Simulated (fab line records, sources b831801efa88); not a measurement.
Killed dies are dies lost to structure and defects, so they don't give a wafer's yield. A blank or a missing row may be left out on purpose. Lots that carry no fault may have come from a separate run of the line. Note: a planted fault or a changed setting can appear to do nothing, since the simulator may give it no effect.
Problem report in the 8D (eight disciplines) form, filled by code | flow gf180mcu | the parts of the form that need people (team, actions taken, sign-off) are left out

== 1. WHAT WENT WRONG ==
Mean LVPWELL_RS at GF_VT_IMPLANT_RS_MEAS_48: 1147 ohm/sq over 6 wafers in 2 lots; fault-free wafers: 1197 ohm/sq, standard deviation 3.6. That is -14 standard deviations from the usual mean.
The step: measures by four-point-probe.
Seen first at day 8 22:23 on film metro-03, wafer L889.1. The record holds 42 wafers of 14 lots with a number at this step. By rule, "out" or "out of limits" means more than 4 standard deviations away from the usual mean. Any other wafer with a number is counted as sound.

== 2. WHAT IT IS; WHAT IT IS NOT ==
question                    | is                           | is not
which readings at this step | LVPWELL_RS                   | -
which lots                  | L889, L890                   | L885, L886, L887, L891, L893, L895, L900, L901, L902, L903, L904, L907
which wafers of those lots  | all that have a number       | -
read on which gauges        | film metro-02, film metro-03 | film metro-01
when                        | from day 8 22:23             | up to then (9 sound wafers); but 27 sound wafers of L891, L893, L895, L900, L901, L902, L903, L904, L907 came after

== 3. SUSPECTS, AND WHAT RULES EACH OUT ==
Counting: a tool at a process step up to the reading stays a suspect if it ran every lot that is out and no sound lot after the first of them.
- the gauge at GF_VT_IMPLANT_RS_MEAS_48 has been ruled out. The wafers that are out were read on 2 gauges (film metro-02, film metro-03).
- implanter-04 at GF_LVPWELL_IMPLANT_09: kept. All lots that are out passed through it, beginning with L889 at day 5 00:59, and no sound lot followed; its final sound lot before that point was L887 at day 4 12:31. Out on those wafers are its own readings of dose ions cm2, faraday current uA.
After counting, what remains is implanter-04 at GF_LVPWELL_IMPLANT_09.

== 4. THE CAUSE (what the simulator had put in) ==
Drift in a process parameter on implanter-04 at GF_LVPWELL_IMPLANT_09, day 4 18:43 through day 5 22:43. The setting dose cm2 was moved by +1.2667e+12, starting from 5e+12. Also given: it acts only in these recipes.
Counting left only this tool.

== 5. THE CHAIN OF EFFECTS, in route order ==
Each row: a reading whose mean over the struck wafers that have a number lies more than 3 standard deviations from the usual. Only readings for which the record gives a usual standard deviation are gone through. hours: the time from each lot's start at the first step in this table that gives one to its start at this step, as a median over the lots. sigmas: the change in usual standard deviations.
hours | step                     | reading            | usual       | on struck wafers | change     | sigmas
0     | GF_LVPWELL_IMPLANT_09    | dose ions cm2      | 5.001e+12   | 6.268e+12        | +1.267e+12 | +99 or more
0     | GF_LVPWELL_IMPLANT_09    | faraday current uA | 28.2        | 35.5             | +7.3       | +14
94    | GF_VT_IMPLANT_RS_MEAS_48 | LVPWELL_RS         | 1197 ohm/sq | 1147             | -50        | -14
The process steps in it:
- GF_LVPWELL_IMPLANT_09
Later steps that measure or inspect, where all struck wafers having a row at the step show a number for every such reading and not one has moved that far: GF_HV_LDD_CD_MEAS_07, GF_PSD_TW_MEAS_11.

== 6. HOW IT WOULD HAVE BEEN CAUGHT EARLIER ==
The first out-of-limits reading at a measuring or inspecting step in this record came at day 8 22:23, 100 hours after the fault's start at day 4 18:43.
At GF_LVPWELL_IMPLANT_09, the tool's own readings (dose ions cm2, faraday current uA) were out on each struck wafer the step has a row for, so an alarm limit on them would have fired on the first such wafer.
All the lots that are out (2) had begun GF_LVPWELL_IMPLANT_09 on implanter-04 by day 8 22:23. Tool hold at that time: it would have spared none of them.
